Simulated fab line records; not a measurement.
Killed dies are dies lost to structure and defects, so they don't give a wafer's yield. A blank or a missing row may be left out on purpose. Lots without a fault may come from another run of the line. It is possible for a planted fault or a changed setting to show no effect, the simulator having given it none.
One fault through the eyes of 2 desks ; flow sky130 ; numbers are kept per desk, each desk with only its own; the story behind them comes last

== METROLOGY DESK ==
What the gauges read, lot by lot, whatever tool the lot ran on: means of the sampled wafers that have a number. If a lot's mean is further than 4 standard deviations from the usual mean, the lot is out of limits and carries the mark OUT (the distance appears in the brackets).
Columns: A = VIA4_W_RS at SKY_VIA4_RS_MEAS_19, usual 0.2254 ohm/sq; B = METAL5_ALCU_RS at SKY_METAL5_RS_MEAS_05, usual 0.0270 ohm/sq
lot;first seen here;A;B
L846;day 43 06:32;0.2244;0.0271
L851;day 45 14:56;0.2264;0.0268
L853;day 46 01:59;0.2231;0.0269
L857;day 46 07:20;0.2250;0.0269
L856;day 46 10:09;0.2220;0.0275
L859;day 46 15:09;0.2256;0.0261
L858;day 46 23:36;0.2223;0.0269
L863;day 48 00:44;0.2280;0.0273
L866;day 48 06:27;0.2248;0.0269
L868;day 48 22:06;0.2272;0.0270
L869;day 49 01:43;0.2247;0.0270
This desk's verdict: no lot among the 11 shows anything out of limits.

== THE TOOL OWNER'S DESK: litho track-03 ==
The tool's own readings at SKY_METAL5_COAT_09 (resist thk 1800 nm): means of the sampled wafers that have a number, for each lot that ran on this tool. If a lot's mean is further than 4 standard deviations from the usual mean, the lot is out of limits and carries the mark OUT (the distance appears in the brackets).
Columns: A = resist line temp C at SKY_METAL5_COAT_09, usual 23.03 C; B = spin speed rpm at SKY_METAL5_COAT_09, usual 2999.9 rpm
lot;first seen here;A;B
L851;day 46 01:01;22.95;3001.1
L857;day 46 18:32;22.98;3001.2
L856;day 46 21:04;23.06;3001.2
L859;day 47 01:13;23.09;2871.6 (-75) OUT
L863;day 48 11:47;22.93;2872.3 (-75) OUT
Finding of this desk: L859, L863 out of limits; the first was L859 at day 47 01:13, on spin speed rpm at SKY_METAL5_COAT_09. In limits: L851, L857, L856.

== BROUGHT TOGETHER ==
An alarm could have come from the tool owner's desk at day 47 01:13, on L859, L863.
From the metrology desk's view, nothing was out of limits.
The metrology desk has L859, L863 on record, within its limits.
All the named lots went through SKY_METAL5_COAT_09 on litho track-03.

== WHAT THE SIMULATOR HAD INSERTED ==
Drift in process parameters on litho track-03 at SKY_METAL5_COAT_09, starting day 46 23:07. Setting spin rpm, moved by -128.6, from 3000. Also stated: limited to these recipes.
Shown lots that were struck: L859, L863.
Delay in hours, fault start to first out-of-limits reading, by desk: the tool owner's desk at 2.
